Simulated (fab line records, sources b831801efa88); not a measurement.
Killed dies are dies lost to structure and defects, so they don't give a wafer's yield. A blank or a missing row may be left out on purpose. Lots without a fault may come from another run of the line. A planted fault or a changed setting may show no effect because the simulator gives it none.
Which tool did it? | flow sky130 | 24 lots, 72 wafers sampled, at 5 steps of a route of 708

WHAT THE GAUGES READ, wafer by wafer
SKY_VT_ADJUST_HVTR_OVL_MEAS_08.
lot  | measured     | on         | VT_ADJUST_HVTR_OVL (nm)
L074 | day 9 06:50  | overlay-01 | 0.3 -0.2 0.2
L075 | day 9 20:14  | overlay-02 | -2.1 0.4 0.5
L076 | day 9 23:53  | overlay-02 | 0.8 1.3 1.2
L077 | day 10 08:25 | overlay-01 | -1.8 -1.7 -1.7
L078 | day 10 12:41 | overlay-02 | -1.2 1.5 1.3
L080 | day 11 07:20 | overlay-02 | 2.9 -0.3 1.6
L079 | day 11 08:29 | overlay-01 | 0.7 -0.8 -1.1
L081 | day 11 16:17 | overlay-02 | 0.6 0.2 -1.5
L082 | day 11 22:22 | overlay-02 | -1.7 -1.6 -1.7
L083 | day 12 06:53 | overlay-02 | 0.6 3.4 0.1
L084 | day 12 10:59 | overlay-02 | 2.4 2.4 2.6
L085 | day 12 22:58 | overlay-02 | 1.9 3.5 1.3
L086 | day 13 04:39 | overlay-01 | -0.2 1.3 0.7
L087 | day 13 10:04 | overlay-01 | 0.3 1.9 -0.6
L088 | day 13 16:38 | overlay-01 | -0.2 1.3 1.1
L089 | day 14 00:29 | overlay-01 | -0.9 -0.3 -1.1
L090 | day 14 07:47 | overlay-01 | 0.0 1.6 1.0
L091 | day 14 15:14 | overlay-01 | 1.4 0.3 2.8
L092 | day 14 22:55 | overlay-02 | -1.3 2.2 1.6
L093 | day 15 08:58 | overlay-02 | 0.9 2.2 0.3
L094 | day 15 15:28 | overlay-01 | 0.9 2.3 1.6
L095 | day 15 21:19 | overlay-02 | -1.2 -1.1 -0.7
L096 | day 16 03:29 | overlay-01 | -0.7 -1.4 -0.7
L097 | day 16 11:07 | overlay-02 | 0.6 -0.3 -1.9

SKY_SD_N_RS_MEAS_18: measures by four-point-probe.
lot  | measured     | on            | RES_XHIGH_RS (ohm/sq)
L074 | day 27 15:49 | film_metro-02 | 332.8 334.0 333.6
L075 | day 28 07:41 | film_metro-04 | 334.1 333.2 334.5
L076 | day 28 11:19 | film_metro-01 | 332.1 331.9 332.3
L077 | day 29 03:14 | film_metro-01 | 333.5 333.1 333.1
L078 | day 29 07:34 | film_metro-04 | 333.9 333.9 334.2
L080 | day 29 23:50 | film_metro-02 | 335.0 333.7 333.6
L079 | day 30 07:29 | film_metro-04 | 334.4 335.7 334.6
L081 | day 30 14:56 | film_metro-04 | 331.5 331.1 331.9
L082 | day 30 20:46 | film_metro-02 | 334.7 334.0 333.8
L083 | day 31 06:53 | film_metro-02 | 332.9 333.3 332.7
L084 | day 31 13:23 | film_metro-02 | 332.3 331.4 332.7
L085 | day 31 17:31 | film_metro-02 | 334.9 335.5 335.1
L086 | day 32 04:06 | film_metro-02 | 332.4 331.4 332.4
L087 | day 32 10:05 | film_metro-02 | 334.9 333.5 334.6
L088 | day 32 20:53 | film_metro-01 | 335.3 335.5 334.6
L089 | day 33 01:47 | film_metro-04 | 331.6 332.5 333.0
L090 | day 33 08:31 | film_metro-01 | 334.0 332.3 334.3
L091 | day 33 17:25 | film_metro-04 | 334.0 334.0 334.6
L092 | day 34 02:01 | film_metro-01 | 331.3 332.5 332.4
L093 | day 34 07:34 | film_metro-04 | 334.5 332.6 332.4
L094 | day 34 21:49 | film_metro-01 | 334.3 335.3 334.3
L095 | day 35 00:26 | film_metro-04 | 332.9 333.5 331.8
L096 | day 35 03:41 | film_metro-01 | 331.8 331.9 331.7
L097 | day 35 08:40 | film_metro-01 | 332.9 333.3 333.2

SKY_LOCAL_INTERCONNECT_OVL_MEAS_12.
lot  | measured     | on         | LOCAL_INTERCONNECT_OVL (nm)
L074 | day 30 02:25 | overlay-02 | -9 1 -7
L075 | day 30 17:35 | overlay-02 | -6 -8 -2
L076 | day 30 21:41 | overlay-02 | -10 -8 -5
L077 | day 31 13:20 | overlay-01 | -4 -3 -10
L078 | day 31 18:46 | overlay-02 | -3 -14 -7
L080 | day 32 09:14 | overlay-01 | 2 0 0
L079 | day 32 19:20 | overlay-02 | 0 -6 -3
L081 | day 33 00:47 | overlay-02 | -9 -3 1
L082 | day 33 05:50 | overlay-02 | -1 6 0
L083 | day 33 15:29 | overlay-02 | -8 -12 -1
L084 | day 33 20:56 | overlay-02 | -7 -9 -2
L085 | day 34 01:07 | overlay-01 | -4 14 7
L086 | day 34 11:02 | overlay-01 | 3 -8 -3
L087 | day 34 16:47 | overlay-02 | 1 -4 -6
L088 | day 35 03:37 | overlay-01 | -2 -8 -4
L089 | day 35 10:06 | overlay-01 | -5 0 -10
L090 | day 35 15:58 | overlay-01 | -6 -5 -6
L091 | day 36 00:38 | overlay-01 | 1 0 0
L092 | day 36 10:05 | overlay-01 | -1 -1 -1
L093 | day 36 14:38 | overlay-02 | 1 6 -10
L094 | day 37 03:56 | overlay-02 | -14 -7 -8
L095 | day 37 07:32 | overlay-02 | 0 -3 -7
L096 | day 37 09:19 | overlay-01 | -3 -6 -11
L097 | day 37 14:31 | overlay-01 | -5 2 3

WHICH TOOL RAN EACH LOT (tool, then ch and the chambers of the sampled wafers, then the start)
lot  | SKY_POLY_GATE_ETCH_16              | SKY_LI_CONTACT_SPUTTER_19
L074 | rie_diel-04 ch 0,2,3, day 16 01:35 | pvd_sputter-03, day 28 21:16
L075 | rie_diel-01 ch 0,2,3, day 16 21:15 | pvd_sputter-02, day 29 12:38
L076 | rie_diel-04 ch 0,3, day 16 22:15   | pvd_sputter-03, day 29 17:01
L077 | rie_diel-03 ch 1,2,3, day 17 12:06 | pvd_sputter-02, day 30 08:41
L078 | rie_diel-03 ch 2,3, day 17 17:02   | pvd_sputter-03, day 30 13:12
L080 | rie_diel-03 ch 0,1,2, day 18 13:09 | pvd_sputter-03, day 31 05:23
L079 | rie_diel-03 ch 0,2,3, day 18 17:36 | pvd_sputter-02, day 31 15:56
L081 | rie_diel-03 ch 0,1,2, day 19 05:51 | pvd_sputter-04, day 31 20:20
L082 | rie_diel-03 ch 0,2, day 19 09:57   | pvd_sputter-04, day 32 01:44
L083 | rie_diel-01 ch 0,3, day 19 22:54   | pvd_sputter-03, day 32 11:32
L084 | rie_diel-03 ch 0,3, day 20 04:27   | pvd_sputter-04, day 32 17:26
L085 | rie_diel-03 ch 0,1,3, day 20 13:54 | pvd_sputter-04, day 32 21:37
L086 | rie_diel-01 ch 0,1,3, day 20 23:27 | pvd_sputter-04, day 33 07:41
L087 | rie_diel-01 ch 1,3, day 21 06:21   | pvd_sputter-04, day 33 13:32
L088 | rie_diel-04 ch 0,1,3, day 21 16:51 | pvd_sputter-02, day 34 00:39
L089 | rie_diel-04 ch 2,3, day 21 20:39   | pvd_sputter-02, day 34 05:42
L090 | rie_diel-04 ch 1,3, day 22 07:18   | pvd_sputter-03, day 34 11:50
L091 | rie_diel-01 ch 0,3, day 22 16:59   | pvd_sputter-03, day 34 21:08
L092 | rie_diel-04 ch 0,1,2, day 23 02:51 | pvd_sputter-02, day 35 06:10
L093 | rie_diel-04 ch 0,3, day 23 11:35   | pvd_sputter-03, day 35 11:18
L094 | rie_diel-04 ch 0,2, day 24 01:00   | pvd_sputter-03, day 36 01:29
L095 | rie_diel-04 ch 0,1,2, day 24 03:43 | pvd_sputter-02, day 36 04:16
L096 | rie_diel-03 ch 1,2,3, day 24 08:18 | pvd_sputter-03, day 36 07:16
L097 | rie_diel-04 ch 0,2, day 24 14:14   | pvd_sputter-03, day 36 11:59
- SKY_POLY_GATE_ETCH_16: etches Si3N4 in CH3F/O2, stops on poly-Si, time 147.5 s, target depth 75 nm.
- SKY_LI_CONTACT_SPUTTER_19: material Ti, target thk 20 nm, time 106.37 s.

WHAT THE TOOLS THEMSELVES READ (means of the sampled wafers that have a number; where no wafer has one, the mark that the record gives instead)
SKY_POLY_GATE_ETCH_16.
lot  | tool        | drypump_motor_current_A (A) | oes_product_au (a.u.) | throttle_valve_pct (%)
L074 | rie_diel-04 | 5.2                         | 0.639                 | 10.533
L075 | rie_diel-01 | 5.7                         | 0.642                 | 10.528
L076 | rie_diel-04 | 5.3                         | 0.640                 | 10.534
L077 | rie_diel-03 | 5.4                         | 0.641                 | 10.541
L078 | rie_diel-03 | 5.9                         | 0.640                 | 10.537
L080 | rie_diel-03 | 5.7                         | 0.637                 | 10.528
L079 | rie_diel-03 | 5.9                         | 0.641                 | 10.523
L081 | rie_diel-03 | 5.7                         | 0.649                 | 10.536
L082 | rie_diel-03 | 6.1                         | 0.634                 | 10.535
L083 | rie_diel-01 | 5.9                         | 0.641                 | 10.525
L084 | rie_diel-03 | 5.9                         | 0.639                 | 10.538
L085 | rie_diel-03 | 5.4                         | 0.635                 | 10.531
L086 | rie_diel-01 | 6.0                         | 0.639                 | 10.533
L087 | rie_diel-01 | 5.9                         | 0.640                 | 10.531
L088 | rie_diel-04 | 5.6                         | 0.640                 | 10.533
L089 | rie_diel-04 | 5.2                         | 0.643                 | 10.532
L090 | rie_diel-04 | 5.7                         | 0.640                 | 10.537
L091 | rie_diel-01 | 5.9                         | 0.639                 | 10.532
L092 | rie_diel-04 | 5.4                         | 0.641                 | 10.540
L093 | rie_diel-04 | 5.1                         | 0.643                 | 10.534
L094 | rie_diel-04 | 5.0                         | 0.642                 | 10.527
L095 | rie_diel-04 | 5.5                         | 0.644                 | 10.538
L096 | rie_diel-03 | 5.4                         | 0.635                 | 10.543
L097 | rie_diel-04 | 5.1                         | 0.642                 | 10.542

SKY_LI_CONTACT_SPUTTER_19.
lot  | tool           | throttle_valve_pct (%)
L074 | pvd_sputter-03 | 30.2
L075 | pvd_sputter-02 | 29.3
L076 | pvd_sputter-03 | 30.2
L077 | pvd_sputter-02 | 29.2
L078 | pvd_sputter-03 | 30.8
L080 | pvd_sputter-03 | 30.7
L079 | pvd_sputter-02 | 29.8
L081 | pvd_sputter-04 | 30.2
L082 | pvd_sputter-04 | 30.2
L083 | pvd_sputter-03 | 30.5
L084 | pvd_sputter-04 | 30.1
L085 | pvd_sputter-04 | 30.6
L086 | pvd_sputter-04 | 30.4
L087 | pvd_sputter-04 | 30.3
L088 | pvd_sputter-02 | 29.7
L089 | pvd_sputter-02 | 29.6
L090 | pvd_sputter-03 | 31.0
L091 | pvd_sputter-03 | 30.6
L092 | pvd_sputter-02 | 29.6
L093 | pvd_sputter-03 | 30.6
L094 | pvd_sputter-03 | 30.0
L095 | pvd_sputter-02 | 30.1
L096 | pvd_sputter-03 | 30.4
L097 | pvd_sputter-03 | 30.5

THE ANSWER, worked out from the rows above alone
Rule: what is usual is taken from the lots themselves. Put in order of their means at a reading, lots are off if they are a third of the lots or fewer, leave a main group of 4 or more, and stand apart from it by a gap of 3 or more times the standard deviation of the main group's means; of several such gaps the widest counts. A main group whose means are all the same, to the digits that the tables above print for the reading, isn't used. A lot without any number at a reading at which 4 lots or more have one is off too. The other lots that the step has rows for count as sound. The gauges are gone through in route order, then the tools' own readings, and for those a lot's mean is taken as printed above. The first step at which some lot is off is used, and at that step the reading that is off furthest; a lot without a number counts as furthest.
No lot is off at any reading shown: from this, nothing can be told.

WHAT THE SIMULATOR HAD PUT IN
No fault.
